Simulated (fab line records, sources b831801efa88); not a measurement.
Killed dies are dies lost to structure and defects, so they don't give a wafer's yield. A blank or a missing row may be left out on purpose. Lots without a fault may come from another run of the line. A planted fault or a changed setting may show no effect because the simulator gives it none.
Problem report in the 8D (eight disciplines) form, filled by code | flow sky130 | the parts of the form that need people (team, actions taken, sign-off) are left out

1. THE PROBLEM
killed_at_front_end at SKY_PAD_OPEN_PROBE_99 reads a mean of 57 on 3 wafers of 2 lots; wafers without a fault read 15 with a standard deviation of 4.2. That is +10 standard deviations from the usual mean.
First seen on wafer L492.2, day 48 23:40, on prober-02. The record holds 6 wafers of 2 lots with a number at this step. Rule for "out", or "out of limits": more than 4 standard deviations from the usual mean. The other wafers with a number count as sound.

2. WHAT IT IS AND WHAT IT IS NOT
question                    | is                     | is not
which readings at this step | killed_at_front_end    | killed_at_M0_to_M3, killed_at_M4_up, killed_at_contacts, killed_at_other, killed_open, killed_short
which lots                  | L492, L493             | -
which wafers of those lots  | L492.2, L492.3, L493.1 | L492.6, L493.2, L493.5
read on which tools         | prober-01, prober-02   | -
when                        | from day 48 23:40      | up to then (0 sound wafers); but 3 sound wafers of L492, L493 came after

3. SUSPECTS, AND WHAT RULES EACH OUT
Counting: a tool at a process step up to the reading stays a suspect if it ran every lot that is out. Sound lots after the first of them don't rule it out here, since some wafers of a struck lot are sound.
- plasma_asher-01 at SKY_NWELL_STRIP_25 (strips in O2/N2): kept. It ran every lot that is out, first L492 (day 8 16:50).
- Within plasma_asher-01 at SKY_NWELL_STRIP_25: the wafers that are out ran in chamber 0; their sound lot-mates ran in chamber 1.
Left after counting: plasma_asher-01 at SKY_NWELL_STRIP_25.

4. THE CAUSE (what the simulator had put in)
Chamber particle source: plasma_asher-01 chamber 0, from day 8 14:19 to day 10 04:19, at SKY_NWELL_STRIP_25. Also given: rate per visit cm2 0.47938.
Counting left only this tool.

5. THE CHAIN OF EFFECTS, in route order
Each row: a reading whose mean over the struck wafers that have a number lies more than 3 standard deviations from the usual. Only readings for which the record gives a usual standard deviation are gone through. hours: the time from each lot's start at the first step in this table that gives one to its start at this step, as a median over the lots. sigmas: the change in usual standard deviations.
hours | step                  | reading             | usual | on struck wafers | change | sigmas
0     | SKY_PAD_OPEN_PROBE_99 | killed_at_front_end | 15    | 57               | +42    | +10
0     | SKY_PAD_OPEN_PROBE_99 | killed_dies         | 86    | 121              | +35    | +4.0
The process steps in it:
- SKY_PAD_OPEN_PROBE_99

6. WHAT WOULD HAVE CAUGHT IT SOONER
In this record the first reading out of limits was taken at day 48 23:40, 969 hours after the fault began at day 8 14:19.
Of the tool readings at SKY_NWELL_STRIP_25 for which the record gives a usual standard deviation, none was out on any struck wafer, so an alarm limit of 4 standard deviations on them would not have fired.
All the lots that are out (2) had begun SKY_NWELL_STRIP_25 on plasma_asher-01 by day 48 23:40. A hold on the tool at that time would have spared none of them.
